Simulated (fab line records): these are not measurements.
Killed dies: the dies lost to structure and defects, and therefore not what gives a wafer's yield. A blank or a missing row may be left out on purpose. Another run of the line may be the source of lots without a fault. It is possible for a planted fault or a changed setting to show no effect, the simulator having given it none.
Tool commonality check / flow sky130 / 12 lots, 36 wafers sampled

== REASON FOR OPENING ==
SKY_LI_CONTACT_THK_MEAS_01, reading LI_CONTACT_HDPCVD_THK: flagged on 2 of 12 lots. No-fault wafers: 927 nm, standard deviation 9.6.
Rule: flag the lot when none of its wafers has a number, or when each of its wafers that has one lies beyond 4 standard deviations from that mean. The other lots count as sound.

lot=L226; measured=day 27 19:52; on=film metro-01; LI_CONTACT_HDPCVD_THK (nm), wafer by wafer=928 910 923; flag=
lot=L227; measured=day 27 22:20; on=film metro-03; LI_CONTACT_HDPCVD_THK (nm), wafer by wafer=914 916 913; flag=
lot=L228; measured=day 28 01:04; on=film metro-03; LI_CONTACT_HDPCVD_THK (nm), wafer by wafer=940 929 932; flag=
lot=L229; measured=day 28 10:34; on=film metro-03; LI_CONTACT_HDPCVD_THK (nm), wafer by wafer=931 926 928; flag=
lot=L230; measured=day 29 00:12; on=film metro-03; LI_CONTACT_HDPCVD_THK (nm), wafer by wafer=923 930 936; flag=
lot=L233; measured=day 29 18:40; on=film metro-03; LI_CONTACT_HDPCVD_THK (nm), wafer by wafer=911 929 936; flag=
lot=L234; measured=day 30 08:59; on=film metro-04; LI_CONTACT_HDPCVD_THK (nm), wafer by wafer=934 925 932; flag=
lot=L242; measured=day 33 17:54; on=film metro-03; LI_CONTACT_HDPCVD_THK (nm), wafer by wafer=924 918 917; flag=
lot=L240; measured=day 34 03:10; on=film metro-04; LI_CONTACT_HDPCVD_THK (nm), wafer by wafer=985 988 977; flag=FLAGGED
lot=L241; measured=day 34 04:52; on=film metro-03; LI_CONTACT_HDPCVD_THK (nm), wafer by wafer=987 981 983; flag=FLAGGED
lot=L246; measured=day 34 20:31; on=film metro-03; LI_CONTACT_HDPCVD_THK (nm), wafer by wafer=930 914 919; flag=
lot=L249; measured=day 35 14:09; on=film metro-01; LI_CONTACT_HDPCVD_THK (nm), wafer by wafer=914 927 915; flag=
The numbers of the flagged lots are 984 nm on average: +56 nm against the usual, or +6 standard deviations.

== WHICH TOOL RAN EACH LOT ==
The record holds 3 process steps before the reading, out of a route of 708 steps. Every cell lists first the tool, next ch and the chambers used by the sampled wafers, and last the start.
lot=L226; flag=; SKY_SPACER_ETCHBACK_02=rie diel-03 ch 2,3, day 22 19:03; SKY_SD_N_STRIP_11=plasma asher-01 ch 0,1, day 27 19:01; SKY_LI_CONTACT_HDPCVD_00=hdpcvd-01 ch 0,1,2, day 27 19:46
lot=L227; flag=; SKY_SPACER_ETCHBACK_02=rie diel-02 ch 0,2,3, day 22 20:15; SKY_SD_N_STRIP_11=plasma asher-03 ch 0,1, day 27 21:28; SKY_LI_CONTACT_HDPCVD_00=hdpcvd-02 ch 1,2, day 27 22:13
lot=L228; flag=; SKY_SPACER_ETCHBACK_02=rie diel-02 ch 0,1,3, day 22 22:31; SKY_SD_N_STRIP_11=plasma asher-03 ch 0,1, day 28 00:10; SKY_LI_CONTACT_HDPCVD_00=hdpcvd-01 ch 0,1,2, day 28 00:59
lot=L229; flag=; SKY_SPACER_ETCHBACK_02=rie diel-04 ch 1,2,3, day 23 11:48; SKY_SD_N_STRIP_11=plasma asher-04 ch 0,1, day 28 09:41; SKY_LI_CONTACT_HDPCVD_00=hdpcvd-01 ch 0,1,2, day 28 10:28
lot=L230; flag=; SKY_SPACER_ETCHBACK_02=rie diel-04 ch 0,1, day 24 01:03; SKY_SD_N_STRIP_11=plasma asher-04 ch 0,1, day 28 23:20; SKY_LI_CONTACT_HDPCVD_00=hdpcvd-02 ch 0,1,2, day 29 00:07
lot=L233; flag=; SKY_SPACER_ETCHBACK_02=rie diel-03 ch 1,2, day 24 19:49; SKY_SD_N_STRIP_11=plasma asher-01 ch 0,1, day 29 17:47; SKY_LI_CONTACT_HDPCVD_00=hdpcvd-02 ch 0,1,2, day 29 18:33
lot=L234; flag=; SKY_SPACER_ETCHBACK_02=rie diel-02 ch 0,1,2, day 25 11:22; SKY_SD_N_STRIP_11=plasma asher-03 ch 0, day 30 08:08; SKY_LI_CONTACT_HDPCVD_00=hdpcvd-02 ch 0,1, day 30 08:53
lot=L242; flag=; SKY_SPACER_ETCHBACK_02=rie diel-04 ch 0,2, day 29 02:59; SKY_SD_N_STRIP_11=plasma asher-03 ch 0,1, day 33 17:02; SKY_LI_CONTACT_HDPCVD_00=hdpcvd-02 ch 0,1, day 33 17:48
lot=L240; flag=FLAGGED; SKY_SPACER_ETCHBACK_02=rie diel-04 ch 0,2, day 29 11:02; SKY_SD_N_STRIP_11=plasma asher-03 ch 0,1, day 34 02:19; SKY_LI_CONTACT_HDPCVD_00=hdpcvd-01 ch 0,1, day 34 03:04
lot=L241; flag=FLAGGED; SKY_SPACER_ETCHBACK_02=rie diel-02 ch 0,2,3, day 29 12:15; SKY_SD_N_STRIP_11=plasma asher-03 ch 0,1, day 34 03:59; SKY_LI_CONTACT_HDPCVD_00=hdpcvd-01 ch 0,2, day 34 04:45
lot=L246; flag=; SKY_SPACER_ETCHBACK_02=rie diel-04 ch 0,1,2, day 30 05:23; SKY_SD_N_STRIP_11=plasma asher-03 ch 0,1, day 34 19:39; SKY_LI_CONTACT_HDPCVD_00=hdpcvd-02 ch 0,2, day 34 20:25
lot=L249; flag=; SKY_SPACER_ETCHBACK_02=rie diel-02 ch 0,1,3, day 31 00:16; SKY_SD_N_STRIP_11=plasma asher-04 ch 0,1, day 35 13:17; SKY_LI_CONTACT_HDPCVD_00=hdpcvd-02 ch 0,1,2, day 35 14:04
What these steps do:
- SKY_SPACER_ETCHBACK_02: etches Si3N4 in CH3F/O2, stops on SiO2, time 46.7 s, target depth 45 nm.
- SKY_SD_N_STRIP_11: strips in O2/N2.
- SKY_LI_CONTACT_HDPCVD_00: deposits PSG, target thk 930 nm, time 155 s.
- SKY_LI_CONTACT_THK_MEAS_01

== FLAGGED AGAINST TOTAL, ONE TOOL AT A TIME (gauges that did the reading follow at the end) ==
step=SKY_SPACER_ETCHBACK_02; tool=rie diel-02; lots run=5; flagged=1; share of the flagged lots=some; sound lots run after its first flagged lot=1 (L249)
step=SKY_SPACER_ETCHBACK_02; tool=rie diel-03; lots run=2; flagged=0; share of the flagged lots=none; sound lots run after its first flagged lot=-
step=SKY_SPACER_ETCHBACK_02; tool=rie diel-04; lots run=5; flagged=1; share of the flagged lots=some; sound lots run after its first flagged lot=1 (L246)
step=SKY_SD_N_STRIP_11; tool=plasma asher-01; lots run=2; flagged=0; share of the flagged lots=none; sound lots run after its first flagged lot=-
step=SKY_SD_N_STRIP_11; tool=plasma asher-03; lots run=7; flagged=2; share of the flagged lots=all; sound lots run after its first flagged lot=1 (L246)
step=SKY_SD_N_STRIP_11; tool=plasma asher-04; lots run=3; flagged=0; share of the flagged lots=none; sound lots run after its first flagged lot=-
step=SKY_LI_CONTACT_HDPCVD_00; tool=hdpcvd-01; lots run=5; flagged=2; share of the flagged lots=all; sound lots run after its first flagged lot=0
step=SKY_LI_CONTACT_HDPCVD_00; tool=hdpcvd-02; lots run=7; flagged=0; share of the flagged lots=none; sound lots run after its first flagged lot=-
step=SKY_LI_CONTACT_THK_MEAS_01; tool=film metro-01; lots run=2; flagged=0; share of the flagged lots=none; sound lots run after its first flagged lot=-
step=SKY_LI_CONTACT_THK_MEAS_01; tool=film metro-03; lots run=8; flagged=1; share of the flagged lots=some; sound lots run after its first flagged lot=1 (L246)
step=SKY_LI_CONTACT_THK_MEAS_01; tool=film metro-04; lots run=2; flagged=1; share of the flagged lots=some; sound lots run after its first flagged lot=0

== WHAT IS ALLOWED BY THE TABLE ==
Rows of the table that ran all the flagged lots, 2 in number: plasma asher-03 at SKY_SD_N_STRIP_11; hdpcvd-01 at SKY_LI_CONTACT_HDPCVD_00.
- plasma asher-03 at SKY_SD_N_STRIP_11: 2 of its 7 lots flagged. Sound lots followed the first flagged one (L246) on it, something a lasting fault affecting the whole tool could not allow.
- hdpcvd-01 at SKY_LI_CONTACT_HDPCVD_00: 2 of its 5 lots flagged. A fault beginning between L229 (day 28 10:28), its last sound lot, and L240 (day 34 03:04), its first flagged one, fits the data. Its own readings lie more than 4 standard deviations out on every wafer of the flagged lots: run length s.
One tool is left: hdpcvd-01 at SKY_LI_CONTACT_HDPCVD_00.

== WHAT THE SIMULATOR HAD PUT IN ==
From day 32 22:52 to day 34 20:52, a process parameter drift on hdpcvd-01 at SKY_LI_CONTACT_HDPCVD_00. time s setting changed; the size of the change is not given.
Struck lots among those shown: L240, L241. The rule given above showed the same thing.
